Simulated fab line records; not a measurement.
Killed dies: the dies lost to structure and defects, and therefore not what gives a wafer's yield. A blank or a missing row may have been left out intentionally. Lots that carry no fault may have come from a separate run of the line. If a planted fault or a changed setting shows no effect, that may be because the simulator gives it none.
Matching of chambers / flow gf180mcu / 4 sister chambers for GF_V1_CMP_04 on cmp-01
The step polishes SiO2. 8 wafers are shown with their chamber, then 8 later ones without.

== WAFERS, EACH WITH ITS CHAMBER ==
wafer=L717.1; chamber=3; motor_current_A (A)=10.8; time_to_endpoint_s (s)=76
wafer=L719.1; chamber=2; motor_current_A (A)=12.5; time_to_endpoint_s (s)=68
wafer=L719.2; chamber=1; motor_current_A (A)=11.6; time_to_endpoint_s (s)=93
wafer=L719.6; chamber=3; motor_current_A (A)=11.1; time_to_endpoint_s (s)=76
wafer=L730.1; chamber=1; motor_current_A (A)=11.5; time_to_endpoint_s (s)=74
wafer=L730.2; chamber=0; motor_current_A (A)=10.6; time_to_endpoint_s (s)=73
wafer=L730.3; chamber=2; motor_current_A (A)=12.7; time_to_endpoint_s (s)=78
wafer=L732.1; chamber=0; motor_current_A (A)=10.8; time_to_endpoint_s (s)=69

== WAFERS WITH NO CHAMBER GIVEN ==
wafer=L732.2; motor_current_A (A)=11.5; time_to_endpoint_s (s)=73
wafer=L732.5; motor_current_A (A)=11.8; time_to_endpoint_s (s)=73
wafer=L733.2; motor_current_A (A)=10.8; time_to_endpoint_s (s)=75
wafer=L733.4; motor_current_A (A)=12.7; time_to_endpoint_s (s)=78
wafer=L733.5; motor_current_A (A)=12.6; time_to_endpoint_s (s)=76
wafer=L734.4; motor_current_A (A)=11.0; time_to_endpoint_s (s)=79
wafer=L734.5; motor_current_A (A)=10.8; time_to_endpoint_s (s)=78
wafer=L734.6; motor_current_A (A)=12.1; time_to_endpoint_s (s)=79

== THE CHAMBER EACH PASSED THROUGH ==
wafer=L732.2; from the rows above=1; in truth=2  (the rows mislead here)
wafer=L732.5; from the rows above=1; in truth=1
wafer=L733.2; from the rows above=can't be placed: 0 or 3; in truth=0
wafer=L733.4; from the rows above=2; in truth=2
wafer=L733.5; from the rows above=2; in truth=2
wafer=L734.4; from the rows above=can't be placed: 3 or 0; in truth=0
wafer=L734.5; from the rows above=can't be placed: 3 or 0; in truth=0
wafer=L734.6; from the rows above=can't be placed: 2 or 1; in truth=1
Correctly placed: 3 of 8. Can't be placed from these rows: 4 (the true chamber is among the candidates in 4). 1 placed wrongly.
How it was worked out, from the rows above alone: a wafer's distance from a chamber is the root of the sum, over the readings, of the square of ((its reading less the chamber's mean) divided by the reading's scatter). The wafer belongs to the nearest chamber; if the next one is less than 2 further off, it can't be placed. For every chamber, the mean is computed from those of its wafers that are shown. The scatter: the root of (the sum of the squares of (reading less its chamber's mean) over the shown wafers, divided by (wafers less chambers)).
